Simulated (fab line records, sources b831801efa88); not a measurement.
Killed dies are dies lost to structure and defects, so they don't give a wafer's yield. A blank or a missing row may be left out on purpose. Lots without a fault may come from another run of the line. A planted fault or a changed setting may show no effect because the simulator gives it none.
Which tool did it? | flow gf180mcu | 12 lots, 36 wafers sampled, at 3 steps of a route of 602

WHAT THE GAUGES READ, wafer by wafer
GF_M5_CD_MEAS_07: target cd 280 nm.
lot  | measured     | on        | cd_nm (nm)
L101 | day 26 03:34 | cd_sem-02 | 279.0 280.6 280.8
L102 | day 26 09:12 | cd_sem-02 | 279.3 278.0 279.7
L103 | day 27 07:43 | cd_sem-02 | 278.7 280.4 280.2
L108 | day 28 13:16 | cd_sem-01 | 280.7 280.6 279.5
L109 | day 28 16:58 | cd_sem-02 | 279.4 278.9 279.1
L110 | day 29 04:45 | cd_sem-01 | 278.4 278.5 279.7
L111 | day 29 11:30 | cd_sem-01 | 280.8 281.5 279.9
L113 | day 30 04:39 | cd_sem-02 | 278.0 277.8 277.9
L114 | day 30 13:14 | cd_sem-01 | 279.5 280.0 280.1
L115 | day 30 20:18 | cd_sem-02 | 280.6 280.2 281.8
L118 | day 31 13:44 | cd_sem-02 | 280.6 280.4 282.1
L121 | day 32 03:57 | cd_sem-02 | 257.0 219.7 269.9

WHICH TOOL RAN EACH LOT (tool, then ch and the chambers of the sampled wafers, then the start)
lot  | GF_MIM_SPUTTER_04            | GF_M5_EXPOSE_04
L101 | pvd_sputter-02, day 24 07:28 | krf_scanner-02 ch 0, day 25 17:14
L102 | pvd_sputter-02, day 24 13:38 | krf_scanner-02 ch 0, day 25 22:33
L103 | pvd_sputter-02, day 25 13:43 | krf_scanner-02 ch 0, day 26 21:19
L108 | pvd_sputter-04, day 26 19:50 | krf_scanner-01 ch 0, day 28 03:31
L109 | pvd_sputter-04, day 27 01:59 | krf_scanner-01 ch 0, day 28 07:49
L110 | pvd_sputter-02, day 27 14:14 | krf_scanner-01 ch 0, day 28 19:48
L111 | pvd_sputter-04, day 27 20:39 | krf_scanner-02 ch 0, day 29 02:22
L113 | pvd_sputter-02, day 28 14:56 | krf_scanner-01 ch 0, day 29 19:51
L114 | pvd_sputter-02, day 28 22:43 | krf_scanner-02 ch 0, day 30 04:22
L115 | pvd_sputter-02, day 29 07:11 | krf_scanner-01 ch 0, day 30 11:34
L118 | pvd_sputter-03, day 30 02:15 | krf_scanner-01 ch 0, day 31 04:59
L121 | pvd_sputter-03, day 30 18:08 | krf_scanner-02 ch 0, day 31 20:13
- GF_MIM_SPUTTER_04: material TiN, target thk 50 nm, time 41.7 s.
- GF_M5_EXPOSE_04: exposes mask Metal5, target cd 280 nm.

WHAT THE TOOLS THEMSELVES READ (means of the sampled wafers that have a number; where no wafer has one, the mark that the record gives instead)
GF_MIM_SPUTTER_04.
lot  | tool           | throttle_valve_pct (%)
L101 | pvd_sputter-02 | 30.6
L102 | pvd_sputter-02 | 31.0
L103 | pvd_sputter-02 | 31.0
L108 | pvd_sputter-04 | 30.8
L109 | pvd_sputter-04 | 30.5
L110 | pvd_sputter-02 | 31.1
L111 | pvd_sputter-04 | 30.4
L113 | pvd_sputter-02 | 30.7
L114 | pvd_sputter-02 | 31.3
L115 | pvd_sputter-02 | 30.4
L118 | pvd_sputter-03 | 30.8
L121 | pvd_sputter-03 | 31.0

GF_M5_EXPOSE_04.
lot  | tool           | exposure_dose_mJ_cm2
L101 | krf_scanner-02 | 28.143
L102 | krf_scanner-02 | 28.114
L103 | krf_scanner-02 | 28.085
L108 | krf_scanner-01 | 28.133
L109 | krf_scanner-01 | 28.111
L110 | krf_scanner-01 | 28.114
L111 | krf_scanner-02 | 28.105
L113 | krf_scanner-01 | 28.082
L114 | krf_scanner-02 | 28.072
L115 | krf_scanner-01 | 28.128
L118 | krf_scanner-01 | 28.119
L121 | krf_scanner-02 | 26.560

THE ANSWER, worked out from the rows above alone
Rule: what is usual is taken from the lots themselves. Put in order of their means at a reading, lots are off if they are a third of the lots or fewer, leave a main group of 4 or more, and stand apart from it by a gap of 3 or more times the standard deviation of the main group's means; of several such gaps the widest counts. A main group whose means are all the same, to the digits that the tables above print for the reading, isn't used. A lot without any number at a reading at which 4 lots or more have one is off too. The other lots that the step has rows for count as sound. The gauges are gone through in route order, then the tools' own readings, and for those a lot's mean is taken as printed above. The first step at which some lot is off is used, and at that step the reading that is off furthest; a lot without a number counts as furthest.
Off: L121, at GF_M5_CD_MEAS_07 (cd_nm). The main group: mean 279.8 nm, standard deviation 0.93.
A tool fits if, at a process step before that reading, it ran every lot that is off, and no sound lot after the first of them. The gauges at GF_M5_CD_MEAS_07 aren't tried: what is off there is off at GF_M5_EXPOSE_04 too, on other tools, and a gauge's error can't cause that. Can't be told from this: 2 tools fit, pvd_sputter-03 at GF_MIM_SPUTTER_04, krf_scanner-02 at GF_M5_EXPOSE_04.

WHAT THE SIMULATOR HAD PUT IN
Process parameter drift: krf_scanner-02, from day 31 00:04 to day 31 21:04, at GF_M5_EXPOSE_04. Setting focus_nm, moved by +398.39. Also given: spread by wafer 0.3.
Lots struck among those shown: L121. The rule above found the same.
